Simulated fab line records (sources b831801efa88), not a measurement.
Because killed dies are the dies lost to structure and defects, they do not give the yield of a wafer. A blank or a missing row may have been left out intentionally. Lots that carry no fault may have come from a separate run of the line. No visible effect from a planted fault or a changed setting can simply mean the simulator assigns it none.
A struck lot beside a sound one :: flow sky130 :: 34 out of 708 route steps
Sound: the wafers L305.1, L305.2, L305.4. The struck wafers were L316.1, L316.4, L316.5. The cause is given at the end.
Per side, at each step with rows, come the tool, then ch with its chambers, and then its first start. Under that, the readings that differ: sound wafers :: struck wafers :: difference of the means :: sigmas: that difference in standard deviations of wafers without a fault.
alike: a reading whose means differ by less than 2 such deviations, as well as words and numbers matching on both sides. not compared: withheld readings; readings where some wafer has no value; bounds like >300 that might hide an equal value; numbers whose values overlap and for which the record gives no deviation.
A row with sigmas, a row that says differs or no value, or rows on one side alone: a step with any of these is where the two part. Non-overlapping numbers with no deviation appear without sigmas and do not part them. A reading missing from all wafers of one side parts the sides only when that side holds two or more wafers.

SKY_FIELD_ISO_BOW_MEAS_00:
  sound on filmMetro-04 at day 3 22:00; struck on filmMetro-03 at day 6 05:00
  alike: INCOMING_BOW
then, 1 step without rows for these wafers: SKY_FIELD_ISO_OXIDATION_01 (stabilise 600 s, purge 300 s, target thk 12 nm).
SKY_FIELD_ISO_THK_MEAS_02:
  sound on filmMetro-03 at day 3 23:38; struck on filmMetro-02 at day 6 07:13
  alike: FIELD_ISO_OXIDATION_00_THK
SKY_FIELD_ISO_CVD_03: deposits Si3N4 from DCS/NH3, target thk 165 nm, time 2830 s.
  sound on lpcvd-02 ch 1, day 3 23:41; struck on lpcvd-02 ch 0, day 6 07:16
  alike: spikeTcTopC
SKY_FIELD_ISO_THK_MEAS_04:
  sound on filmMetro-04 at day 4 02:22; struck on filmMetro-04 at day 6 09:57
  alike: FIELD_ISO_CVD_03_THK
then, 8 steps without rows for these wafers: SKY_FIELD_ISO_DEHYDRATE_05 (time 60 s); SKY_FIELD_ISO_HMDS_06 (prime time 60 s); SKY_FIELD_ISO_COAT_07 (resist thk 60 nm); SKY_FIELD_ISO_COAT_08 (resist thk 450 nm); SKY_FIELD_ISO_SOFTBAKE_09 (time 90 s); SKY_FIELD_ISO_EXPOSE_10 (exposes mask FOM, target cd 150 nm); SKY_FIELD_ISO_PEB_11; SKY_FIELD_ISO_DEVELOP_12 (develop time 60 s).
SKY_FIELD_ISO_CD_MEAS_13 targets a cd of 150 nm.
  sound on cdSem-02 at day 4 19:37; struck on cdSem-01 at day 7 04:27
  alike: cdNm
SKY_FIELD_ISO_ETCH_14: etches BARC in N2/H2, stops on SiO2, time 45.9 s, target depth 60 nm.
  sound on rieDiel-03 ch 0,3, day 4 19:44; struck on rieDiel-04 ch 0,1,2, day 7 04:34
  alike: drypumpMotorCurrentA, h2FlowSccm, oesProductAu, throttleValvePct
  not compared: rfHoursCounterH
SKY_FIELD_ISO_ETCH_15: etches the open film in CHF3/O2, stops on Si, target depth 180 nm, time 72 s.
  sound on rieDiel-03 ch 0,3, day 4 19:47; struck on rieDiel-04 ch 0,1,2, day 7 04:37
  alike: drypumpMotorCurrentA, oesProductAu, throttleValvePct
  not compared: rfHoursCounterH
SKY_FIELD_ISO_STRIP_16: strips in O2/N2.
  sound on plasmaAsher-01 ch 0,1, day 4 19:51; struck on plasmaAsher-04 ch 0,1, day 7 04:40
  alike: drypumpMotorCurrentA, oesProductAu, stripTimeToEndpointS
  not compared: rfHoursCounterH
SKY_FIELD_ISO_ETCH_17: etches Si in HBr/Cl2/O2, target depth 342 nm, time 97.7 s.
  sound on rieSi-01 ch 1,2,3, day 4 19:57; struck on rieSi-01 ch 0,2,3, day 7 04:46
  alike: drypumpMotorCurrentA, oesProductAu, throttleValvePct
  not compared: rfHoursCounterH
then, 5 steps without rows for these wafers: SKY_FIELD_ISO_WET_ETCH_18 (etches Si3N4 in H3PO4, target depth 25 nm, time 286 s); SKY_FIELD_ISO_CLEAN_19 (cleans in SC1/SC2, time 150 s); SKY_FIELD_ISO_CLEAN_20 (cleans in dHF, time 20 s); SKY_FIELD_ISO_WET_ETCH_21 (etches SiO2 in dHF, target depth 20 nm, time 400 s); SKY_FIELD_ISO_OXIDATION_22 (stabilise 600 s, purge 300 s, target thk 10 nm).
SKY_FIELD_ISO_THK_MEAS_23:
  sound on filmMetro-02 at day 4 22:25; struck on filmMetro-04 at day 7 09:17
  alike: FIELD_ISO_OXIDATION_01_THK
then, 1 step without rows for these wafers: SKY_FIELD_ISO_CVD_24 (deposits SiO2, target thk 595 nm, time 99.2 s).
SKY_FIELD_ISO_THK_MEAS_25:
  sound on filmMetro-03 at day 4 22:32; struck on filmMetro-04 at day 7 09:25
  alike: FIELD_ISO_CVD_24_THK
then, 1 step without rows for these wafers: SKY_FIELD_ISO_ANNEAL_26 (time 1800 s).
SKY_FIELD_ISO_CMP_27: polishes, stops on Si3N4, t overpolish 16 s, target thk 457.8 nm.
  sound on cmp-02 ch 1,2,3, day 5 00:38; struck on cmp-01 ch 0,2, day 7 16:27
  alike: motorCurrentA, overpolishRunS, retainingRingPressureFrac, timeToEndpointS
then, 5 steps without rows for these wafers: SKY_FIELD_ISO_WET_ETCH_28 (etches SiO2 in dHF, target depth 23.7 nm, time 47 s); SKY_FIELD_ISO_WET_ETCH_29 (etches Si3N4 in H3PO4, target depth 160 nm, time 1825 s); SKY_FIELD_ISO_WET_ETCH_30 (etches SiO2 in dHF, target depth 25 nm, time 50 s); SKY_NWELL_CLEAN_00 (cleans in SC1/SC2, time 150 s); SKY_NWELL_OXIDATION_01 (stabilise 600 s, purge 300 s, target thk 10 nm).
-- the record jumps here: 43 days lie between the struck wafers' starts before and after (it left off in module NWELL and takes up again in module PAD_OPEN, whose first step shown is number 708 of the route) --
SKY_PAD_OPEN_PROBE_99:
  sound on prober-01 at day 48 17:40; struck on prober-01 at day 50 22:34
reading: killedAtFrontEnd
sound: 23 18 18
struck: 48 49 39
difference: +26
sigmas: +5

reading: killedDies
sound: 91 90 92
struck: 112 116 108
difference: +21
sigmas: +2
  alike: killed_at_M0_to_M3, killed_at_M4_up, killedAtContacts, killedAtOther, killedOpen, killedShort

## WHERE THEY PART
SKY_PAD_OPEN_PROBE_99 only, going by this record.

WHY: what the simulator had put in
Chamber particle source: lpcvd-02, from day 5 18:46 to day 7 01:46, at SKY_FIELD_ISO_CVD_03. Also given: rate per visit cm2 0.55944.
